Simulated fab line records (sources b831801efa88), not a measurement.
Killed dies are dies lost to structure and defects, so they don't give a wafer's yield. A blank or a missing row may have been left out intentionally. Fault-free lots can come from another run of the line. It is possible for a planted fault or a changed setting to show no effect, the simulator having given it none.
Struck lot and sound lot, side by side + flow sky130 + 25 steps out of a route of 708
Sound: wafers L373.2, L373.5, L373.6. Wafers struck: L371.3, L371.4, L371.6. Last of all comes the cause.
Per side, at each step with rows, come the tool, then ch with its chambers, and then its first start. Under that, the readings that differ: sound wafers + struck wafers + difference of the means + sigmas: that difference in standard deviations of wafers without a fault.
alike: a reading whose means differ by less than 2 such deviations, as well as words and numbers matching on both sides. not compared: withheld readings; readings where some wafer has no value; bounds like >300 that might hide an equal value; numbers whose values overlap and for which the record gives no deviation.
The two part at a step that has a row with sigmas, a row that says differs or no value, or rows on one side only. Numbers that have no deviation but don't overlap get no sigmas and don't part them. A reading that every wafer of one side lacks parts them only if that side has two wafers or more.

first, 6 steps without rows for these wafers: SKY_SD_N_IMPLANT_10; SKY_SD_N_STRIP_11 (strips in O2/N2); SKY_SD_N_CLEAN_13 (cleans in SC1/SC2, time 150 s); SKY_SD_N_RTA_14 (time 2 s); SKY_SALICIDE_CLEAN_00 (cleans in HF-last, time 30 s); SKY_LI_CONTACT_HDPCVD_00 (deposits PSG, target thk 930 nm, time 155 s).
SKY_LI_CONTACT_CMP_02: polishes PSG.
  sound on cmp-01 ch 0,1, day 35 06:16; struck on cmp-01 ch 0,2, day 34 18:29
  no value came back on the struck wafers for edge_zone_pressure_frac, head_pressure_psi (psi), motor_current_A (A), time_to_endpoint_s (s); on the sound wafers edge_zone_pressure_frac reads 1.000 0.998 1.004
| reading                                       | sound             | struck            | difference | sigmas |
|-----------------------------------------------|-------------------|-------------------|------------|--------|
| model.PSG_of_LI_CONTACT_HDPCVD_00.thk_nm (nm) | 596.9 597.4 599.1 | 935.8 936.6 927.9 | +335.6     |        |
then, 9 steps without rows for these wafers: SKY_LI_CONTACT_DEHYDRATE_04 (time 60 s); SKY_LI_CONTACT_HMDS_05 (prime time 60 s); SKY_LI_CONTACT_COAT_06 (resist thk 60 nm); SKY_LI_CONTACT_COAT_07 (resist thk 450 nm); SKY_LI_CONTACT_SOFTBAKE_08 (time 90 s); SKY_LI_CONTACT_EXPOSE_09 (exposes mask LICM1, target cd 170 nm); SKY_LI_CONTACT_PEB_10; SKY_LI_CONTACT_DEVELOP_11 (develop time 60 s); SKY_LI_CONTACT_ETCH_14 (etches BARC in N2/H2, stops on SiO2, time 45.9 s, target depth 60 nm).
SKY_LI_CONTACT_ETCH_15: etches PSG in C4F8/O2/Ar, stops on Si, target depth 600 nm.
  sound on rie_diel-03 ch 0,1,2, day 36 08:28; struck on rie_diel-01 ch 1,3, day 35 22:05
| reading                                | sound             | struck            | difference | sigmas      |
|----------------------------------------|-------------------|-------------------|------------|-------------|
| oes_product_au (a.u.)                  | 0.838 0.844 0.836 | 1.625 1.610 1.617 | +0.778     | +99 or more |
| model.LI_CONTACT.feature_depth_nm (nm) | 596.9 597.4 599.1 | 804 797.3 802.2   | +203       |             |
| model.etch.depth_nm (nm)               | 596.9 597.4 599.1 | 804 797.3 802.2   | +203       |             |
then, 6 steps without rows for these wafers: SKY_LI_CONTACT_STRIP_16 (strips in O2/N2); SKY_LI_CONTACT_CLEAN_17 (cleans in NMP, time 600 s); SKY_LI_CONTACT_PRE_CLEAN_18 (time 5.6 s); SKY_LI_CONTACT_SPUTTER_19 (material Ti, target thk 20 nm, time 106.37 s); SKY_LI_CONTACT_SPUTTER_20 (material TiN, target thk 20 nm, time 80 s); SKY_LI_CONTACT_CVD_21 (deposits W, target thk 400 nm, time 120.56 s).
SKY_LI_CONTACT_CMP_24: polishes, stops on PSG, t overpolish 20 s, target thk 0 nm.
  sound on cmp-02 ch 0,1,2, day 36 09:23; struck on cmp-02 ch 0,1, day 35 22:55
| reading                                       | sound             | struck            | difference | sigmas |
|-----------------------------------------------|-------------------|-------------------|------------|--------|
| model.PSG_of_LI_CONTACT_HDPCVD_00.thk_nm (nm) | 587.5 587.9 589.6 | 926.4 927.1 918.4 | +335.6     |        |
  alike: edge_zone_pressure_frac, head_pressure_psi, motor_current_A
-- a jump in the record: the struck wafers' starts before and after are 15 days apart (it breaks off in module LI_CONTACT and resumes in module PAD_OPEN, where the first step shown is number 708 of the route) --
SKY_PAD_OPEN_PROBE_99:
  sound on prober-02 at day 50 21:22; struck on prober-02 at day 50 15:43
| reading            | sound     | struck      | difference | sigmas |
|--------------------|-----------|-------------|------------|--------|
| killed_at_M0_to_M3 | 41 53 51  | 38 30 36    | -14        | -2     |
| killed_at_contacts | 16 28 24  | 431 448 434 | +415       | +80    |
| killed_dies        | 81 103 97 | 492 492 492 | +398       | +44    |
| killed_on_rim      | 21 21 16  | 96 96 96    | +77        | +21    |
  alike: killed_at_M4_up, killed_at_front_end, killed_at_other, killed_open, killed_short

== WHERE THEY PART ==
Last at SKY_PAD_OPEN_PROBE_99 as far as this record goes, first at SKY_LI_CONTACT_CMP_02.

WHY: what the simulator had put in
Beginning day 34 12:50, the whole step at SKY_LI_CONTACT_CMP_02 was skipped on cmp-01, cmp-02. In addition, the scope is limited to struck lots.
